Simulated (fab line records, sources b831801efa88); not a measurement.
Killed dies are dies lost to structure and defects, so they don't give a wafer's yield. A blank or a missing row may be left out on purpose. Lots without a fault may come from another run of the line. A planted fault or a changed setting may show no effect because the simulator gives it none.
Chamber matching | flow gf180mcu | GF_V4_CMP_04 on cmp-02: 4 sister chambers
The step polishes SiO2. 8 wafers are shown with their chamber, then 7 later ones without.

WAFERS WITH THEIR CHAMBER
wafer  | chamber | motor_current_A (A) | time_to_endpoint_s (s)
L521.5 | 0       | 14.3                | 84
L523.1 | 0       | 15.4                | 77
L523.3 | 1       | 9.5                 | 81
L527.1 | 1       | 8.8                 | 75
L527.3 | 2       | 11.4                | 77
L527.4 | 3       | 10.6                | 83
L539.1 | 2       | 12.1                | 83
L539.3 | 3       | 10.1                | 83

WAFERS WITHOUT THEIR CHAMBER
wafer  | motor_current_A (A) | time_to_endpoint_s (s)
L539.6 | 9.1                 | 88
L540.1 | 8.9                 | 75
L540.2 | 12.2                | 72
L540.4 | 10.9                | 82
L544.4 | 14.0                | 89
L544.5 | 10.8                | 88
L544.6 | 15.4                | 88

WHICH CHAMBER EACH WENT THROUGH
wafer  | from the rows above     | in truth
L539.6 | can't be placed: 1 or 3 | 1
L540.1 | 1                       | 1
L540.2 | 2                       | 2
L540.4 | can't be placed: 3 or 2 | 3
L544.4 | 0                       | 0
L544.5 | can't be placed: 3 or 2 | 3
L544.6 | 0                       | 0
Placed correctly: 4 of 7. Can't be placed from these rows: 3 (the true chamber is among the candidates in 3). Placed wrongly: 0.
How it was worked out, from the rows above alone: a wafer's distance from a chamber is the root of the sum, over the readings, of the square of ((its reading less the chamber's mean) divided by the reading's scatter). The wafer belongs to the nearest chamber; if the next one is less than 2 further off, it can't be placed. A chamber's mean is the mean of its shown wafers. The scatter: the root of (the sum of the squares of (reading less its chamber's mean) over the shown wafers, divided by (wafers less chambers)).
